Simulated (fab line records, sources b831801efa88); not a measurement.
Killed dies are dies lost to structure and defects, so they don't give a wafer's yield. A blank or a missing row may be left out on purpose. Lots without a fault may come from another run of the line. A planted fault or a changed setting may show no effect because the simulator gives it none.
A struck lot beside a sound one | flow sfq_line | 18 steps out of a route of 325
Sound: wafers L345.3, L345.4, L345.6. Struck: wafer L338.3. (L338.4 of the same lot was not struck and is left out.) The cause comes at the end.
At each step with rows: each side's tool, then ch and its chambers, then its first start. Under that, the readings that differ: sound wafers | struck wafers | difference of the means | sigmas: that difference in standard deviations of wafers without a fault.
alike: readings whose means differ by less than 2 such deviations, and words and numbers that are the same on both sides. not compared: withheld readings, readings that some wafer has no value for, bounds like >300 that may hide the same value, and numbers for which the record gives no deviation and whose values overlap.
The two part at a step that has a row with sigmas, a row that says differs or no value, or rows on one side only. Numbers that don't overlap but have no deviation are shown without sigmas and don't part them. A reading that every wafer of one side lacks parts them only if that side has two wafers or more.

SFQ_I2_OVL_MEAS_918:
  sound on overlay-02, day 44 11:23; struck on overlay-02, day 40 13:51
  alike: I2_OVL
SFQ_TRILAYER_I2_VIA_BARC_OPEN_VIA_ETCH_096: etches BARC in O2, target depth 125 nm, time 41.7 s.
  sound on rie_diel-03 ch 0,1,3, day 44 11:25; struck on rie_diel-01 ch 1, day 40 13:53
  alike: drypump_motor_current_A, oes_product_au
  not compared: rf_hours_counter_h
SFQ_TRILAYER_I2_VIA_ETCH_VIA_ETCH_070: etches SiO2 in CHF3, stops on Nb, target depth 260 nm.
  sound on rie_diel-03 ch 0,1,3, day 44 11:27; struck on rie_diel-01 ch 1, day 40 13:55
  alike: drypump_motor_current_A, oes_product_au
SFQ_TRILAYER_I2_VIA_STRIP_STRIP_071: strips in O2.
  sound on rie_metal-03 ch 0,1, day 44 11:46; struck on rie_metal-04 ch 0, day 40 14:14
  alike: drypump_motor_current_A, he_backside_leak_sccm, oes_product_au
  not compared: rf_hours_counter_h
then, 2 steps without rows for these wafers: SFQ_TRILAYER_I2_VIA_STRIP_SOLV_CLEAN_072 (cleans in NMP, time 600 s); SFQ_TRILAYER_M3_DEP_PRE_CLEAN_074 (time 22.5 s).
SFQ_TRILAYER_M3_DEP_SPUTTER_073: material Nb, target thk 200 nm, time 133.3 s.
  sound on pvd_sputter-04, day 44 12:23; struck on pvd_sputter-06, day 40 14:50
  alike: resputter_cathode_voltage_v, throttle_valve_pct
SFQ_M3_RS_MEAS_919: measures by four-point-probe.
  sound on film_metro-02, day 44 12:31; struck on film_metro-03, day 40 14:58
  alike: M3_NB_RS
then, 3 steps without rows for these wafers: SFQ_TRILAYER_M3_LITHO_COAT_080 (resist thk 62 nm); SFQ_TRILAYER_M3_LITHO_COAT_075 (resist thk 600 nm); SFQ_TRILAYER_M3_LITHO_SOFTBAKE_079.
SFQ_TRILAYER_M3_LITHO_EXPOSE_076: exposes mask M3, target cd 500 nm.
  sound on krf_scanner-01 ch 0, day 44 14:43; struck on krf_scanner-02 ch 0, day 40 16:16
  reading            | sound             | struck | difference | sigmas
  reticle_temp_C (C) | 23.11 23.13 22.95 | 22.80  | -0.26      | -2
  alike: mask, exposure_dose_mJ_cm2
then, 2 steps without rows for these wafers: SFQ_TRILAYER_M3_LITHO_PEB_078 (peb time 60 s); SFQ_TRILAYER_M3_LITHO_DEVELOP_077 (time 60 s).
SFQ_M3_OVL_MEAS_921:
  sound on overlay-01, day 44 15:50; struck on overlay-02, day 40 17:22
  alike: M3_OVL
SFQ_TRILAYER_M3_BARC_OPEN_METAL_ETCH_100: etches BARC in O2, target depth 125 nm, time 41.7 s.
  sound on rie_metal-02 ch 0,1, day 44 15:53; struck on rie_metal-03 ch 1, day 40 17:25
  reading                      | sound             | struck | difference | sigmas
  he_backside_leak_sccm (sccm) | 5.8 3.7 4.0       | 3.1    | -1.4       | -4
  model.M3.cd_nm (nm)          | 500.7 500.6 500.2 | 465.1  | -35.4      |
  alike: drypump_motor_current_A, oes_product_au
  not compared: rf_hours_counter_h
SFQ_TRILAYER_M3_ETCH_METAL_ETCH_078: etches Nb in Cl2/Ar, stops on SiO2, target depth 240 nm, time 120 s.
  sound on rie_metal-02 ch 0,1, day 44 15:58; struck on rie_metal-03 ch 1, day 40 17:29
  reading             | sound             | struck | difference | sigmas
  model.M3.cd_nm (nm) | 499.6 502.2 502.1 | 462.9  | -38.4      |
  alike: drypump_motor_current_A, he_backside_leak_sccm, oes_product_au
  not compared: rf_hours_counter_h
SFQ_TRILAYER_M3_STRIP_STRIP_079: strips in O2.
  sound on rie_metal-02 ch 0,1, day 44 16:14; struck on rie_metal-03 ch 1, day 40 17:47
  alike: drypump_motor_current_A, he_backside_leak_sccm, oes_product_au
  not compared: rf_hours_counter_h

WHERE THEY PART
First at SFQ_TRILAYER_M3_LITHO_EXPOSE_076; last, within this record, at SFQ_TRILAYER_M3_BARC_OPEN_METAL_ETCH_100. Later steps at which nothing parts them and some readings are alike: SFQ_TRILAYER_M3_ETCH_METAL_ETCH_078, SFQ_TRILAYER_M3_STRIP_STRIP_079.

WHY: what the simulator had put in
Process parameter drift: krf_scanner-02, from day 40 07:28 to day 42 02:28, at SFQ_TRILAYER_M3_LITHO_EXPOSE_076. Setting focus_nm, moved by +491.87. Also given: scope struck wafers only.
